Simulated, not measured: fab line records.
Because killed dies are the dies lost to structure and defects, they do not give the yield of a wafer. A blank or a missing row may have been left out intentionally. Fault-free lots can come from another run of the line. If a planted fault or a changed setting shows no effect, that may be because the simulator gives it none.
fab line records    flow sky130    part 1 of 2: steps 1 to 25 of 34
record lots=5  wafers=15  lastDay=50
route steps=708 shown METAL2@490 VIA2@507
lots with no fault: from the same line, run without faults
startH: start of the lot's first displayed wafer, in hours after the record's first day    waitH: hours elapsed since this lot's preceding step    " unchanged from the row above    L1.1+2: a row that stands for several wafers    - either no value or no given start    * or withheld: withheld    < > ~ a bound
route shown NAME@n: names a module that has steps shown in the file, with the first one's number in the route    usual: average and standard deviation across the fault-free wafers    same: alike in all rows    chamber/n: place in a boat    sites: readings site by site    _std_site: the standard deviation of these    _edge_site: inner sites' mean taken away from outer sites' mean    radiusMm: for every site, how far away it sits from the centre of the wafer    mask NAME#n: copy n    behind: tool/chamber where the wafer was last shaped    hold: cause of the lot's hold/its duration in hours/its outcome    device: the transistor (n, p or np) that didn't switch    end of line: the route-end tests of the same wafers    for a step that has no rows: nothing shown but its recipe    killed: count of dies lost to structure and defects at first sort (not the wafer's yield)    map: shows each die of a wafer: x if killed, . if not, _ if none is there
set.NAME: the setting the step ran with; set.NAME@STEP: the setting that earlier step ran with    model.NAME: the simulator's own value behind a step, which no gauge read
lots at some steps of the route; a table a step, a row a wafer
services: when a tool's chamber went out of use (startH, in hours from the record's first day, below 0 if earlier), for how many hours, and the reason
## steps
# step SKY_METAL2_DEHYDRATE_07
# recipe tempC=200  timeS=60
# usual exhaustPa=45.2/0.92  plateTempC=200.02/0.16
lot.wafer  tool           chamber  startH  waitH  exhaustPa  plateTempC
L077.3     lithoTrack-02  0        849.01  12.1   46.0       200.17
L077.4     "              0        "       "      46.2       200.05
L077.5     "              0        "       "      46.4       200.35
L081.2     lithoTrack-02  0        864.53  12.7   45.5       200.04
L081.3     "              0        "       "      44.7       200.03
L081.5     "              0        "       "      44.4       199.79
L082.1     lithoTrack-04  0        868.42  12.2   45.7       199.81
L082.4     "              0        "       "      45.3       199.81
L082.6     "              0        "       "      44.8       200.16
L091.2     lithoTrack-02  0        938.08  11.9   44.3       200.15
L091.4     "              0        "       "      44.1       199.92
L091.6     "              0        "       "      43.7       199.85
L096.2     lithoTrack-02  0        972.18  11.7   45.6       199.97
L096.4     "              0        "       "      44.6       199.78
L096.5     "              0        "       "      45.6       200.01
# step SKY_METAL2_HMDS_08
# recipe primeTimeS=60  primeTempC=120
# usual exhaustPa=44.9/0.95
lot.wafer  tool           chamber  startH  waitH  exhaustPa
L077.3     lithoTrack-02  0        849.16  0.1    45.3
L077.4     "              0        "       "      45.5
L077.5     "              0        "       "      43.6
L081.2     lithoTrack-02  0        864.68  0.1    43.4
L081.3     "              0        "       "      44.4
L081.5     "              0        "       "      43.5
L082.1     lithoTrack-04  0        868.57  0.1    44.6
L082.4     "              0        "       "      43.9
L082.6     "              0        "       "      45.3
L091.2     lithoTrack-02  0        938.23  0.1    43.9
L091.4     "              0        "       "      46.1
L091.6     "              0        "       "      44.9
L096.2     lithoTrack-02  0        972.33  0.1    44.0
L096.4     "              0        "       "      44.6
L096.5     "              0        "       "      44.3
# step SKY_METAL2_COAT_09
# recipe resist=BARC  tempC=withheld  timeS=withheld  spinRpm=3000  resistThkNm=60
# usual exhaustPa=45.1/0.87
lot.wafer  tool           chamber  startH  waitH  exhaustPa
L077.3     lithoTrack-02  0        849.31  0.1    44.3
L077.4     "              0        "       "      46.1
L077.5     "              0        "       "      44.4
L081.2     lithoTrack-02  0        864.83  0.1    46.1
L081.3     "              0        "       "      44.8
L081.5     "              0        "       "      46.2
L082.1     lithoTrack-04  0        868.72  0.1    45.8
L082.4     "              0        "       "      44.6
L082.6     "              0        "       "      45.9
L091.2     lithoTrack-02  0        938.38  0.1    46.4
L091.4     "              0        "       "      43.8
L091.6     "              0        "       "      46.3
L096.2     lithoTrack-02  0        972.48  0.1    46.4
L096.4     "              0        "       "      43.7
L096.5     "              0        "       "      45.9
# step SKY_METAL2_COAT_10
# recipe resist=KrF-thick  spinRpm=3000  resistThkNm=450
# usual exhaustPa=45.3/0.9
lot.wafer  tool           chamber  startH  waitH  exhaustPa
L077.3     lithoTrack-02  0        -       -      45.7
L077.4     "              0        "       "      46.3
L077.5     "              0        "       "      45.9
L081.2     lithoTrack-02  0        -       -      45.2
L081.3     "              0        "       "      46.0
L081.5     "              0        "       "      45.1
L082.1     lithoTrack-04  0        -       -      45.6
L082.4     "              0        "       "      45.9
L082.6     "              0        "       "      44.4
L091.2     lithoTrack-02  0        -       -      45.8
L091.4     "              0        "       "      46.0
L091.6     "              0        "       "      44.9
L096.2     lithoTrack-02  0        -       -      44.6
L096.4     "              0        "       "      45.3
L096.5     "              0        "       "      43.6
# step SKY_METAL2_SOFTBAKE_11
# recipe tempC=100  timeS=90  resist=KrF-thick
# usual exhaustPa=45.0/0.89  plateTempC=99.97/0.13
lot.wafer  tool           chamber  startH  waitH  exhaustPa  plateTempC
L077.3     lithoTrack-02  0        -       -      46.6       100.24
L077.4     "              0        "       "      45.0       100.06
L077.5     "              0        "       "      45.3       100.09
L081.2     lithoTrack-02  0        -       -      44.9       99.66
L081.3     "              0        "       "      44.6       99.92
L081.5     "              0        "       "      44.6       99.74
L082.1     lithoTrack-04  0        -       -      45.5       100.03
L082.4     "              0        "       "      44.7       100.10
L082.6     "              0        "       "      44.7       99.98
L091.2     lithoTrack-02  0        -       -      43.8       99.74
L091.4     "              0        "       "      46.7       99.89
L091.6     "              0        "       "      45.8       100.05
L096.2     lithoTrack-02  0        -       -      44.8       99.96
L096.4     "              0        "       "      43.8       100.16
L096.5     "              0        "       "      44.7       100.10
# step SKY_METAL2_EXPOSE_12
# recipe maskId=MM2  na=0.8  sourceShape=annular  sigmaInner=0.55  sigmaOuter=0.85  targetCdNm=140  doseMj=28
# usual exposureDoseMJCm2=28.006/0.028
lot.wafer  tool           chamber  startH  waitH  mask   exposureDoseMJCm2
L077.3     krfScanner-01  0        -       -      MM2#0  28.010
L077.4     "              0        "       "      MM2#0  27.952
L077.5     "              0        "       "      MM2#0  28.001
L081.2     krfScanner-01  0        -       -      MM2#0  28.016
L081.3     "              0        "       "      MM2#0  28.007
L081.5     "              0        "       "      MM2#0  28.020
L082.1     krfScanner-02  0        -       -      MM2#0  28.008
L082.4     "              0        "       "      MM2#0  27.971
L082.6     "              0        "       "      MM2#0  28.034
L091.2     krfScanner-02  0        -       -      MM2#0  28.030
L091.4     "              0        "       "      MM2#0  28.012
L091.6     "              0        "       "      MM2#0  27.997
L096.2     krfScanner-01  0        -       -      MM2#0  27.937
L096.4     "              0        "       "      MM2#0  27.959
L096.5     "              0        "       "      MM2#0  27.959
# step SKY_METAL2_PEB_13
# recipe pebTempC=withheld  pebTimeS=withheld  resist=KrF-thick
# usual exhaustPa=45.1/0.98
lot.wafer  tool           chamber  startH  waitH  exhaustPa
L077.3     lithoTrack-01  0        -       -      45.8
L077.4     "              0        "       "      46.0
L077.5     "              0        "       "      44.9
L081.2     lithoTrack-02  0        -       -      46.3
L081.3     "              0        "       "      45.7
L081.5     "              0        "       "      45.7
L082.1     lithoTrack-04  0        -       -      44.0
L082.4     "              0        "       "      43.8
L082.6     "              0        "       "      43.8
L091.2     lithoTrack-01  0        -       -      45.2
L091.4     "              0        "       "      44.3
L091.6     "              0        "       "      46.1
L096.2     lithoTrack-04  0        -       -      43.6
L096.4     "              0        "       "      42.9
L096.5     "              0        "       "      44.4
# step SKY_METAL2_DEVELOP_14
# recipe developTimeS=60  resist=KrF-thick  devTempC=21
# usual exhaustPa=44.9/0.89
lot.wafer  tool           chamber  startH  waitH  exhaustPa
L077.3     lithoTrack-01  0        -       -      44.8
L077.4     "              0        "       "      45.3
L077.5     "              0        "       "      43.8
L081.2     lithoTrack-02  0        -       -      45.1
L081.3     "              0        "       "      46.0
L081.5     "              0        "       "      45.0
L082.1     lithoTrack-04  0        -       -      42.7
L082.4     "              0        "       "      46.1
L082.6     "              0        "       "      45.2
L091.2     lithoTrack-01  0        -       -      43.5
L091.4     "              0        "       "      46.1
L091.6     "              0        "       "      44.7
L096.2     lithoTrack-04  0        -       -      44.8
L096.4     "              0        "       "      44.6
L096.5     "              0        "       "      44.7
# step SKY_METAL2_CD_MEAS_15
# recipe targetCdNm=140
# usual cdNm=139.8/1.5
lot.wafer  tool      chamber  startH  waitH  cdNm
L077.3     cdSem-01  -        862.96  -      139.1
L077.4     "         -        "       "      139.5
L077.5     "         -        "       "      139.7
L081.2     cdSem-02  -        877.93  -      140.8
L081.3     "         -        "       "      140.5
L081.5     "         -        "       "      139.9
L082.1     cdSem-01  -        881.42  -      140.8
L082.4     "         -        "       "      141.2
L082.6     "         -        "       "      141.6
L091.2     cdSem-02  -        951.34  -      139.2
L091.4     "         -        "       "      139.3
L091.6     "         -        "       "      138.1
L096.2     cdSem-01  -        984.24  -      140.5
L096.4     "         -        "       "      141.2
L096.5     "         -        "       "      140.5
# step SKY_METAL2_OVL_MEAS_16
# usual METAL2_OVL=3/5.9
lot.wafer  tool        chamber  startH  waitH  METAL2_OVL[nm]
L077.3     overlay-01  -        863.06  0.1    0
L077.4     "           -        "       "      7
L077.5     "           -        "       "      -4
L081.2     overlay-02  -        878.03  0.1    5
L081.3     "           -        "       "      19
L081.5     "           -        "       "      16
L082.1     overlay-01  -        881.54  0.1    6
L082.4     "           -        "       "      12
L082.6     "           -        "       "      7
L091.2     overlay-02  -        951.45  0.1    10
L091.4     "           -        "       "      3
L091.6     "           -        "       "      2
L096.2     overlay-02  -        984.35  0.1    7
L096.4     "           -        "       "      -3
L096.5     "           -        "       "      -1
# step SKY_METAL2_DESCUM_17
# recipe chemistry=O2  sourcePowerW=150  biasPowerW=0  pressureMtorr=10  tempC=40  timeS=8
# usual drypumpMotorCurrentA=5.3/0.5  oesProductAu=1.003/0.0077
lot.wafer  tool         chamber  startH  waitH  drypumpMotorCurrentA  oesProductAu  rfHoursCounterH
L077.3     rieMetal-01  1        863.09  0.0    5.0                   1.009         -
L077.4     "            0        "       "      5.9                   0.996         -
L077.5     "            0        "       "      5.9                   1.002         -
L081.2     rieMetal-02  1        878.07  0.0    5.9                   1.000         -
L081.3     "            1        "       "      5.9                   1.003         -
L081.5     "            1        "       "      5.9                   1.008         -
L082.1     rieMetal-01  1        881.58  0.0    5.0                   1.007         11
L082.4     "            1        "       "      5.0                   1.007         -
L082.6     "            1        "       "      5.0                   1.011         -
L091.2     rieMetal-01  1        951.48  0.0    5.0                   0.999         14
L091.4     "            0        "       "      5.9                   0.997         -
L091.6     "            0        "       "      6.0                   0.994         -
L096.2     rieMetal-04  0        984.38  0.0    4.9                   1.000         14
L096.4     "            1        "       "      4.6                   1.004         -
L096.5     "            0        "       "      4.9                   1.003         -
# step SKY_METAL2_ETCH_18
# recipe chemistry=N2/H2  target=BARC  ionEnergyEv=200  biasW=100  pressureMtorr=30  n2FlowSccm=100  h2FlowSccm=200  icpW=500  stopOn=SiO2  timeS=45.9  targetDepthA=600
# usual drypumpMotorCurrentA=5.3/0.5  oesProductAu=0.854/0.0052  throttleValvePct=13.223/0.0099
lot.wafer  tool         chamber  startH  waitH  drypumpMotorCurrentA  oesProductAu  rfHoursCounterH  throttleValvePct
L077.3     rieMetal-01  1        863.13  0.0    5.0                   0.850         -                13.211
L077.4     "            0        "       "      5.9                   0.847         -                13.226
L077.5     "            0        "       "      5.9                   0.846         -                13.235
L081.2     rieMetal-02  1        878.15  0.1    5.9                   0.851         -                13.212
L081.3     "            1        "       "      5.9                   0.855         -                13.210
L081.5     "            1        "       "      5.9                   0.859         -                13.218
L082.1     rieMetal-01  1        881.61  0.0    5.0                   0.848         11               13.215
L082.4     "            1        "       "      5.0                   0.845         -                13.231
L082.6     "            1        "       "      5.0                   0.855         -                13.219
L091.2     rieMetal-01  1        951.51  0.0    5.0                   0.851         14               13.238
L091.4     "            0        "       "      6.0                   0.852         -                13.229
L091.6     "            0        "       "      6.0                   0.863         -                13.231
L096.2     rieMetal-04  0        984.41  0.0    4.9                   0.865         14               13.228
L096.4     "            1        "       "      4.7                   0.853         -                13.224
L096.5     "            0        "       "      4.9                   0.856         -                13.232
# step SKY_METAL2_METAL_ETCH_19
# recipe targetDepthA=3600  stopOn=SiO2  overEtchFrac=0.3  timeS=78  chemistry=Cl2/BCl3  resistSidewallDeg=88  pressureMtorr=10  icpW=900  biasW=48.5  Cl2_flow_sccm=60  bcl3FlowSccm=30
# usual drypumpMotorCurrentA=5.3/0.5  oesProductAu=0.854/0.0056  throttleValvePct=22.265/0.0081
lot.wafer  tool         chamber  startH  waitH  drypumpMotorCurrentA  oesProductAu  rfHoursCounterH  throttleValvePct
L077.3     rieMetal-01  1        863.20  0.1    4.9                   0.844         -                22.254
L077.4     "            0        "       "      5.9                   0.856         -                22.265
L077.5     "            0        "       "      5.9                   0.851         -                22.259
L081.2     rieMetal-02  1        878.28  0.1    5.9                   0.851         -                22.264
L081.3     "            1        "       "      5.9                   0.869         -                22.266
L081.5     "            1        "       "      5.9                   0.852         -                22.265
L082.1     rieMetal-01  1        881.67  0.0    5.0                   0.863         11               22.258
L082.4     "            1        "       "      5.0                   0.848         -                22.256
L082.6     "            1        "       "      5.0                   0.855         -                22.278
L091.2     rieMetal-01  1        951.57  0.0    5.0                   0.855         14               22.263
L091.4     "            0        "       "      6.0                   0.852         -                22.273
L091.6     "            0        "       "      6.0                   0.846         -                22.270
L096.2     rieMetal-04  0        984.47  0.0    4.9                   0.845         14               22.265
L096.4     "            1        "       "      4.7                   0.857         -                22.260
L096.5     "            0        "       "      4.9                   0.852         -                22.272
# step SKY_METAL2_STRIP_20
# recipe chemistry=O2/N2  powerW=1400  pressureMtorr=1500  platenTempC=withheld  o2FlowSccm=3000  n2FlowSccm=300  overashFraction=0.5
# usual drypumpMotorCurrentA=5.6/0.51  oesProductAu=0.343/0.0049  stripTimeToEndpointS=2.68/0.034
lot.wafer  tool            chamber  startH  waitH  drypumpMotorCurrentA  oesProductAu  rfHoursCounterH  stripTimeToEndpointS
L077.3     plasmaAsher-03  0        863.30  0.1    5.5                   0.342         -                2.70
L077.4     "               1        "       "      5.3                   0.349         -                2.71
L077.5     "               1        "       "      5.4                   0.344         -                2.67
L081.2     plasmaAsher-03  1        878.43  0.1    5.3                   0.338         102              2.61
L081.3     "               1        "       "      5.3                   0.345         -                2.64
L081.5     "               0        "       "      5.5                   0.333         -                2.64
L082.1     plasmaAsher-03  0        881.76  0.1    5.5                   0.341         102              2.69
L082.4     "               1        "       "      5.3                   0.344         -                2.69
L082.6     "               0        "       "      5.5                   0.350         -                2.69
L091.2     plasmaAsher-03  0        951.66  0.1    5.5                   0.340         109              2.68
L091.4     "               1        "       "      5.3                   0.337         -                2.72
L091.6     "               1        "       "      5.3                   0.342         -                2.69
L096.2     plasmaAsher-02  0        984.56  0.1    6.3                   0.342         56               2.70
L096.4     "               1        "       "      5.6                   0.344         -                2.67
L096.5     "               0        "       "      6.3                   0.352         -                2.73
# step SKY_METAL2_STRIP_21
# recipe chemistry=postEtchResidueRemover  timeS=1200  tempC=72.5
lot.wafer   tool         chamber  startH  waitH
L077.3+4+5  wetBench-04  1        863.36  0.0
L081.2+3+5  wetBench-01  1        878.53  0.1
L082.1+4+6  wetBench-04  3        881.86  0.1
L091.2+4+6  wetBench-01  0        951.76  0.1
L096.2+4+5  wetBench-04  0        984.66  0.1
# step SKY_METAL2_CLEAN_22
# recipe chemistry=IPA  timeS=180  tempC=25
lot.wafer   tool         chamber  startH  waitH
L077.3+4+5  wetBench-02  0        863.74  0.0
L081.2+3+5  wetBench-02  3        878.91  0.0
L082.1+4+6  wetBench-02  3        882.27  0.0
L091.2+4+6  wetBench-04  3        952.11  0.0
L096.2+4+5  wetBench-01  1        985.01  0.0
# step SKY_METAL2_CLEAN_23
# recipe chemistry=O3/DIW  dry=n2Spin
lot.wafer   tool         chamber  startH  waitH
L077.3+4+5  wetBench-04  0        863.80  0.0
L081.2+3+5  wetBench-01  2        878.97  0.0
L082.1+4+6  wetBench-04  3        882.33  0.0
L091.2+4+6  wetBench-02  2        952.16  0.0
L096.2+4+5  wetBench-02  0        985.06  0.0
# step SKY_VIA2_HDPCVD_00
# recipe material=SiO2  targetThkNm=1180  sigmaOpenFrac=0.3  timeS=196.7  tempC=400  sih4FlowSccm=60  pressureMtorr=6
# usual sih4FlowSccm=60.02/0.19
lot.wafer  tool       chamber  startH  waitH  sih4FlowSccm
L077.3     hdpcvd-01  0        863.90  0.0    59.69
L077.4     "          0        "       "      59.99
L077.5     "          2        "       "      60.00
L081.2     hdpcvd-01  0        879.07  0.0    60.42
L081.3     "          2        "       "      60.06
L081.5     "          2        "       "      60.28
L082.1     hdpcvd-02  0        882.44  0.0    59.82
L082.4     "          0        "       "      60.11
L082.6     "          2        "       "      59.92
L091.2     hdpcvd-01  0        952.26  0.0    60.10
L091.4     "          1        "       "      59.91
L091.6     "          0        "       "      60.01
L096.2     hdpcvd-01  0        985.16  0.0    60.24
L096.4     "          2        "       "      60.15
L096.5     "          1        "       "      60.16
# step SKY_VIA2_THK_MEAS_01
# recipe reads=SiO2_of_VIA2_HDPCVD_00
# usual VIA2_HDPCVD_THK=1180/12
lot.wafer  tool          chamber  startH  waitH  VIA2_HDPCVD_THK[nm]
L077.3     filmMetro-02  -        864.04  0.1    1192
L077.4     "             -        "       "      1198
L077.5     "             -        "       "      1179
L081.2     filmMetro-02  -        879.20  0.1    1205
L081.3     "             -        "       "      1170
L081.5     "             -        "       "      1181
L082.1     filmMetro-03  -        882.63  0.1    1170
L082.4     "             -        "       "      1178
L082.6     "             -        "       "      1166
L091.2     filmMetro-02  -        952.40  0.1    1183
L091.4     "             -        "       "      1165
L091.6     "             -        "       "      1175
L096.2     filmMetro-02  -        985.30  0.1    1187
L096.4     "             -        "       "      1158
L096.5     "             -        "       "      1182
# step SKY_VIA2_CMP_02
# recipe material=SiO2  downForcePsi=4  platenRpm=60  padVelocityMS=0.94248
# usual motorCurrentA=12.3/0.96  platenRpm=60.00/0.042
lot.wafer  tool    chamber  startH  waitH  motorCurrentA  platenRpm
L077.4     cmp-01  3        864.08  0.0    11.4           60.12
L077.3     "       2        "       "      12.9           59.98
L077.5     "       3        "       "      11.8           60.00
L081.2     cmp-02  2        879.25  0.0    11.3           60.01
L081.3     "       3        "       "      10.7           60.05
L081.5     "       2        "       "      11.8           59.99
L082.4     cmp-01  0        882.79  0.1    12.5           60.02
L082.1     "       1        "       "      11.3           60.01
L082.6     "       2        "       "      13.8           60.00
L091.4     cmp-01  3        952.60  0.2    11.9           59.98
L091.2     "       1        "       "      11.3           59.96
L091.6     "       3        "       "      11.7           60.02
L096.2     cmp-02  1        985.40  0.1    11.8           60.04
L096.4     "       3        "       "      11.3           60.02
L096.5     "       0        "       "      13.8           60.06
# step SKY_VIA2_BOW_MEAS_03
# recipe mode=bow
# usual VIA2_BOW=86/7
lot.wafer  tool          chamber  startH  waitH  VIA2_BOW[um]
L077.3     filmMetro-02  -        864.42  0.1    85
L077.4     "             -        "       "      96
L077.5     "             -        "       "      76
L081.2     filmMetro-02  -        879.57  0.3    89
L081.3     "             -        "       "      86
L081.5     "             -        "       "      84
L082.1     filmMetro-03  -        882.99  0.1    99
L082.4     "             -        "       "      93
L082.6     "             -        "       "      87
L091.2     filmMetro-02  -        952.87  0.1    80
L091.4     "             -        "       "      74
L091.6     "             -        "       "      89
L096.2     filmMetro-02  -        985.67  0.2    66
L096.4     "             -        "       "      81
L096.5     "             -        "       "      89
# step SKY_VIA2_DEHYDRATE_04
# recipe tempC=200  timeS=60
# usual exhaustPa=45.1/0.95  plateTempC=199.96/0.16
lot.wafer  tool           chamber  startH  waitH  exhaustPa  plateTempC
L077.3     lithoTrack-04  0        875.67  11.2   45.3       200.00
L077.4     "              0        "       "      44.8       199.79
L077.5     "              0        "       "      45.4       199.89
L081.2     lithoTrack-04  0        892.50  12.9   44.7       199.89
L081.3     "              0        "       "      44.2       199.72
L081.5     "              0        "       "      44.3       200.08
L082.1     lithoTrack-03  0        895.98  13.0   44.1       200.18
L082.4     "              0        "       "      43.8       199.97
L082.6     "              0        "       "      44.5       200.15
L091.2     lithoTrack-01  0        963.95  11.1   44.8       199.77
L091.4     "              0        "       "      45.5       199.83
L091.6     "              0        "       "      44.3       199.68
L096.2     lithoTrack-01  0        997.35  11.7   43.3       200.26
L096.4     "              0        "       "      43.5       200.49
L096.5     "              0        "       "      44.0       200.01
# step SKY_VIA2_HMDS_05
# recipe primeTimeS=60  primeTempC=120
# usual exhaustPa=45.0/0.85
lot.wafer  tool           chamber  startH  waitH  exhaustPa
L077.3     lithoTrack-04  0        875.82  0.1    44.1
L077.4     "              0        "       "      45.8
L077.5     "              0        "       "      44.1
L081.2     lithoTrack-04  0        892.65  0.1    44.0
L081.3     "              0        "       "      44.4
L081.5     "              0        "       "      44.5
L082.1     lithoTrack-03  0        896.13  0.1    44.5
L082.4     "              0        "       "      45.4
L082.6     "              0        "       "      44.1
L091.2     lithoTrack-01  0        964.10  0.1    44.5
L091.4     "              0        "       "      45.5
L091.6     "              0        "       "      45.1
L096.2     lithoTrack-01  0        997.50  0.1    44.7
L096.4     "              0        "       "      45.1
L096.5     "              0        "       "      45.4
# step SKY_VIA2_COAT_06
# recipe resist=BARC  tempC=withheld  timeS=withheld  spinRpm=3000  resistThkNm=60
# usual exhaustPa=45.0/0.93
lot.wafer  tool           chamber  startH  waitH  exhaustPa
L077.3     lithoTrack-04  0        875.97  0.1    46.5
L077.4     "              0        "       "      46.4
L077.5     "              0        "       "      45.3
L081.2     lithoTrack-04  0        892.80  0.1    45.3
L081.3     "              0        "       "      45.9
L081.5     "              0        "       "      45.9
L082.1     lithoTrack-03  0        896.28  0.1    45.3
L082.4     "              0        "       "      44.1
L082.6     "              0        "       "      46.3
L091.2     lithoTrack-01  0        964.25  0.1    45.6
L091.4     "              0        "       "      47.0
L091.6     "              0        "       "      45.8
L096.2     lithoTrack-01  0        997.65  0.1    45.0
L096.4     "              0        "       "      44.2
L096.5     "              0        "       "      44.3
# step SKY_VIA2_COAT_07
# recipe resist=KrF-thick  spinRpm=3000  resistThkNm=450
# usual exhaustPa=45.4/0.93
lot.wafer  tool           chamber  startH  waitH  exhaustPa
L077.3     lithoTrack-04  0        -       -      45.0
L077.4     "              0        "       "      45.2
L077.5     "              0        "       "      43.2
L081.2     lithoTrack-04  0        -       -      46.2
L081.3     "              0        "       "      45.7
L081.5     "              0        "       "      47.3
L082.1     lithoTrack-03  0        -       -      44.8
L082.4     "              0        "       "      45.0
L082.6     "              0        "       "      46.0
L091.2     lithoTrack-01  0        -       -      44.2
L091.4     "              0        "       "      42.7
L091.6     "              0        "       "      44.6
L096.2     lithoTrack-01  0        -       -      44.8
L096.4     "              0        "       "      46.2
L096.5     "              0        "       "      45.6
